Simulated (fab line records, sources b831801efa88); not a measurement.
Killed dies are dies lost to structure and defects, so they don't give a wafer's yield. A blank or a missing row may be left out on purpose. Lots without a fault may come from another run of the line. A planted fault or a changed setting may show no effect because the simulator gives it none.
Which tool did it? | flow sky130 | 13 lots, 39 wafers sampled, at 5 steps of a route of 708

WHAT THE GAUGES READ, wafer by wafer
SKY_GATE_OXIDE_OVL_MEAS_10. Usual: GATE_OXIDE_OVL 1.0 nm, standard deviation 1.4.
lot  | measured     | on         | GATE_OXIDE_OVL (nm) | flag
L336 | day 14 00:57 | overlay-01 | 2.2 0.4 2.5         |
L337 | day 14 12:48 | overlay-02 | 2.6 1.2 1.5         |
L339 | day 15 06:50 | overlay-01 | 1.4 1.5 0.7         |
L340 | day 15 12:52 | overlay-01 | 1.4 -0.7 1.8        |
L343 | day 16 19:19 | overlay-01 | 0.7 0.5 2.0         |
L345 | day 17 00:41 | overlay-01 | 0.9 1.3 1.2         |
L344 | day 17 00:59 | overlay-02 | 1.8 -0.3 0.2        |
L347 | day 18 05:20 | overlay-01 | 2.0 -0.6 0.2        |
L350 | day 19 02:36 | overlay-02 | -1.2 -0.7 -0.5      |
L351 | day 19 11:20 | overlay-02 | 2.3 0.9 0.3         |
L352 | day 19 16:55 | overlay-02 | 0.4 0.3 -1.5        |
L355 | day 20 20:49 | overlay-01 | 4.2 2.4 2.7         |
L357 | day 21 12:27 | overlay-01 | 3.7 0.6 2.5         |

SKY_POLY_GATE_THK_MEAS_21. Usual: POLY_GATE_OXIDATION_THK 3.99 nm, standard deviation 0.074.
lot  | measured     | on            | POLY_GATE_OXIDATION_THK (nm) | flag
L336 | day 16 17:24 | film_metro-01 | 3.89 3.93 4.03               |
L337 | day 17 06:59 | film_metro-01 | 3.94 3.86 3.92               |
L339 | day 17 22:58 | film_metro-02 | 3.99 3.95 4.08               |
L340 | day 18 05:14 | film_metro-01 | 4.01 4.01 4.03               |
L343 | day 19 16:14 | film_metro-03 | 4.08 4.10 4.02               |
L345 | day 19 21:43 | film_metro-01 | 3.98 4.04 4.08               |
L344 | day 19 21:25 | film_metro-01 | 4.02 3.99 4.02               |
L347 | day 21 01:40 | film_metro-03 | 3.94 3.87 3.91               |
L350 | day 21 23:57 | film_metro-02 | 4.07 4.03 3.96               |
L351 | day 22 07:23 | film_metro-02 | 3.83 3.86 3.89               |
L352 | day 22 12:41 | film_metro-01 | 4.10 4.06 4.08               |
L355 | day 23 18:25 | film_metro-02 | 4.07 4.07 4.13               |
L357 | day 24 08:55 | film_metro-03 | 4.01 4.03 3.98               |

SKY_SD_P_CD_MEAS_07: target cd 380 nm. Usual: cd_nm 379.9 nm, standard deviation 2.6.
lot  | measured     | on        | cd_nm (nm)        | flag
L336 | day 25 17:44 | cd_sem-01 | 378.1 379.5 377.7 |
L337 | day 26 05:26 | cd_sem-01 | 382.6 382.4 381.2 |
L339 | day 26 19:26 | cd_sem-01 | 378.9 379.5 378.4 |
L340 | day 27 03:10 | cd_sem-01 | 383.5 382.4 381.1 |
L343 | day 28 18:11 | cd_sem-02 | 379.9 380.6 376.9 |
L345 | day 28 19:20 | cd_sem-02 | 381.5 380.4 382.6 |
L344 | day 28 18:28 | cd_sem-01 | 379.3 381.1 379.5 |
L347 | day 29 17:45 | cd_sem-01 | 374.9 373.1 375.2 |
L350 | day 30 20:20 | cd_sem-01 | 380.0 380.1 377.5 |
L351 | day 30 20:58 | cd_sem-02 | 383.3 381.3 381.3 |
L352 | day 31 01:09 | cd_sem-01 | 381.7 379.5 380.5 |
L355 | day 32 06:26 | cd_sem-02 | 382.6 382.9 383.1 |
L357 | day 32 16:49 | cd_sem-02 | 380.6 379.2 379.6 |

SKY_SD_P_OVL_MEAS_08. Usual: SD_P_OVL -0.2 nm, standard deviation 1.4.
lot  | measured     | on         | SD_P_OVL (nm)  | flag
L336 | day 25 17:50 | overlay-01 | 1.8 0.1 2.8    |
L337 | day 26 05:32 | overlay-02 | -2.2 -2.6 0.0  |
L339 | day 26 19:34 | overlay-02 | 0.4 1.3 1.6    |
L340 | day 27 03:15 | overlay-01 | -0.2 0.6 0.5   |
L343 | day 28 18:17 | overlay-01 | 0.9 -0.5 -0.1  |
L345 | day 28 19:26 | overlay-01 | 0.1 -1.6 -0.3  |
L344 | day 28 18:32 | overlay-02 | 1.8 0.5 -0.1   |
L347 | day 29 17:52 | overlay-01 | -0.8 0.7 -2.3  |
L350 | day 30 20:26 | overlay-02 | 2.1 0.5 1.9    |
L351 | day 30 21:05 | overlay-01 | 55.7 57.2 53.8 | OFF
L352 | day 31 01:14 | overlay-01 | 54.6 53.1 54.4 | OFF
L355 | day 32 06:32 | overlay-01 | -0.1 -0.6 0.1  |
L357 | day 32 16:55 | overlay-02 | -1.8 -2.0 -2.8 |

WHICH TOOL RAN EACH LOT (tool, then ch and the chambers of the sampled wafers, then the start)
lot  | SKY_SD_P_EXPOSE_04
L336 | iline_stepper-01 ch 0, day 25 03:37
L337 | iline_stepper-02 ch 0, day 25 15:04
L339 | iline_stepper-01 ch 0, day 26 06:36
L340 | iline_stepper-02 ch 0, day 26 12:59
L343 | iline_stepper-02 ch 0, day 28 04:47
L345 | iline_stepper-01 ch 0, day 28 05:40
L344 | iline_stepper-02 ch 0, day 28 05:03
L347 | iline_stepper-01 ch 0, day 29 04:23
L350 | iline_stepper-02 ch 0, day 30 07:07
L351 | iline_stepper-01 ch 0, day 30 07:31
L352 | iline_stepper-01 ch 0, day 30 11:45
L355 | iline_stepper-02 ch 0, day 31 17:37
L357 | iline_stepper-02 ch 0, day 32 03:25
- SKY_SD_P_EXPOSE_04: exposes mask PSDM, target cd 380 nm.

WHAT THE TOOLS THEMSELVES READ (means of the sampled wafers that have a number; where no wafer has one, the mark that the record gives instead)
SKY_SD_P_EXPOSE_04. Usual: reticle_temp_C 23.01 C, standard deviation 0.1.
lot  | tool             | reticle_temp_C (C) | flag
L336 | iline_stepper-01 | 22.89              |
L337 | iline_stepper-02 | 23.02              |
L339 | iline_stepper-01 | 23.08              |
L340 | iline_stepper-02 | 22.98              |
L343 | iline_stepper-02 | 23.14              |
L345 | iline_stepper-01 | 23.16              |
L344 | iline_stepper-02 | 22.93              |
L347 | iline_stepper-01 | 22.99              |
L350 | iline_stepper-02 | 23.08              |
L351 | iline_stepper-01 | 23.00              |
L352 | iline_stepper-01 | 23.05              |
L355 | iline_stepper-02 | 22.93              |
L357 | iline_stepper-02 | 23.06              |

THE ANSWER, worked out from the rows above alone
Rule: a lot is off if the mean of its wafers that have a number lies more than 3 standard deviations from the usual mean. A lot without any number at a reading at which 4 lots or more have one is off too. The other lots that the step has rows for count as sound. The gauges are gone through in route order, then the tools' own readings, and for those a lot's mean is taken as printed above. The first step at which some lot is off is used, and at that step the reading that is off furthest; a lot without a number counts as furthest.
Off: L351, L352, at SKY_SD_P_OVL_MEAS_08 (SD_P_OVL).
A tool fits if, at a process step before that reading, it ran every lot that is off, and no sound lot after the first of them. The gauges at SKY_SD_P_OVL_MEAS_08 are tried like those tools. One fits: iline_stepper-01 at SKY_SD_P_EXPOSE_04. Its last sound lot is L347 (day 29 04:23), its first lot that is off L351 (day 30 07:31): a fault that began between those two fits.

WHAT THE SIMULATOR HAD PUT IN
Scanner matching overlay: iline_stepper-01, from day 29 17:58 on, at SKY_SD_P_EXPOSE_04. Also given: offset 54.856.
Lots struck among those shown: L351, L352. The rule above found the same.
